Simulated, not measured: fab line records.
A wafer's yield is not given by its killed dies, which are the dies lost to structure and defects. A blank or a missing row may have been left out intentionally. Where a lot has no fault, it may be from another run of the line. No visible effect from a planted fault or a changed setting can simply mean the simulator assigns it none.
Which tool was responsible? || flow gf180mcu || Sampling: 7 lots, 21 wafers, 3 of 602 route steps

== WHAT THE GAUGES SHOWED, per wafer ==
GF_V5_THK_MEAS_25: measures by xrf.
{"lot": "L177", "measured": "day 28 01:35", "on": "film metro-03", "V5_W_THK (nm)": "348 347 355"}
{"lot": "L179", "measured": "day 28 18:43", "on": "film metro-01", "V5_W_THK (nm)": "349 347 346"}
{"lot": "L183", "measured": "day 29 16:34", "on": "film metro-01", "V5_W_THK (nm)": "349 352 353"}
{"lot": "L188", "measured": "day 30 23:25", "on": "film metro-01", "V5_W_THK (nm)": "350 360 348"}
{"lot": "L192", "measured": "day 32 01:44", "on": "film metro-04", "V5_W_THK (nm)": "342 337 346"}
{"lot": "L195", "measured": "day 32 16:58", "on": "film metro-01", "V5_W_THK (nm)": "340 344 341"}
{"lot": "L196", "measured": "day 33 02:35", "on": "film metro-01", "V5_W_THK (nm)": "345 348 341"}

== WHAT TOOL EACH LOT RAN ON (gives the tool, then ch and the chambers of the sampled wafers, and finally the start) ==
{"lot": "L177", "GF_CONTACT_SPUTTER_23": "pvd sputter-02, day 16 20:19", "GF_V5_CVD_23": "cvd w-01 ch 0,1, day 28 01:20"}
{"lot": "L179", "GF_CONTACT_SPUTTER_23": "pvd sputter-04, day 17 14:43", "GF_V5_CVD_23": "cvd w-02 ch 0,1, day 28 18:28"}
{"lot": "L183", "GF_CONTACT_SPUTTER_23": "pvd sputter-04, day 18 20:44", "GF_V5_CVD_23": "cvd w-01 ch 0,1, day 29 16:20"}
{"lot": "L188", "GF_CONTACT_SPUTTER_23": "pvd sputter-04, day 20 16:08", "GF_V5_CVD_23": "cvd w-02 ch 0,1, day 30 23:11"}
{"lot": "L192", "GF_CONTACT_SPUTTER_23": "pvd sputter-01, day 22 02:05", "GF_V5_CVD_23": "cvd w-01 ch 1, day 32 01:30"}
{"lot": "L195", "GF_CONTACT_SPUTTER_23": "pvd sputter-01, day 23 01:52", "GF_V5_CVD_23": "cvd w-01 ch 0,1, day 32 16:44"}
{"lot": "L196", "GF_CONTACT_SPUTTER_23": "pvd sputter-02, day 23 08:22", "GF_V5_CVD_23": "cvd w-02 ch 0,1, day 33 02:22"}
- GF_CONTACT_SPUTTER_23: material TiN, target thk 10 nm, time 40 s.
- GF_V5_CVD_23: deposits W, target thk 350 nm, time 104.9 s.

== THE ANSWER, worked out from the rows above alone ==
Rule: the lots themselves supply what counts as usual. Put in order of their means at a reading, lots are off if they are a third of the lots or fewer, leave a main group of 4 or more, and stand apart from it by a gap of 3 or more times the standard deviation of the main group's means; of several such gaps the widest counts. A main group whose means are all the same, to the digits that the tables above print for the reading, isn't used. A lot without any number at a reading at which 4 lots or more have one is off too. Where the step has rows for the other lots, those lots are counted as sound.
No lot is off at any reading shown: from this, nothing can be told.

== WHAT THE SIMULATOR PUT IN ==
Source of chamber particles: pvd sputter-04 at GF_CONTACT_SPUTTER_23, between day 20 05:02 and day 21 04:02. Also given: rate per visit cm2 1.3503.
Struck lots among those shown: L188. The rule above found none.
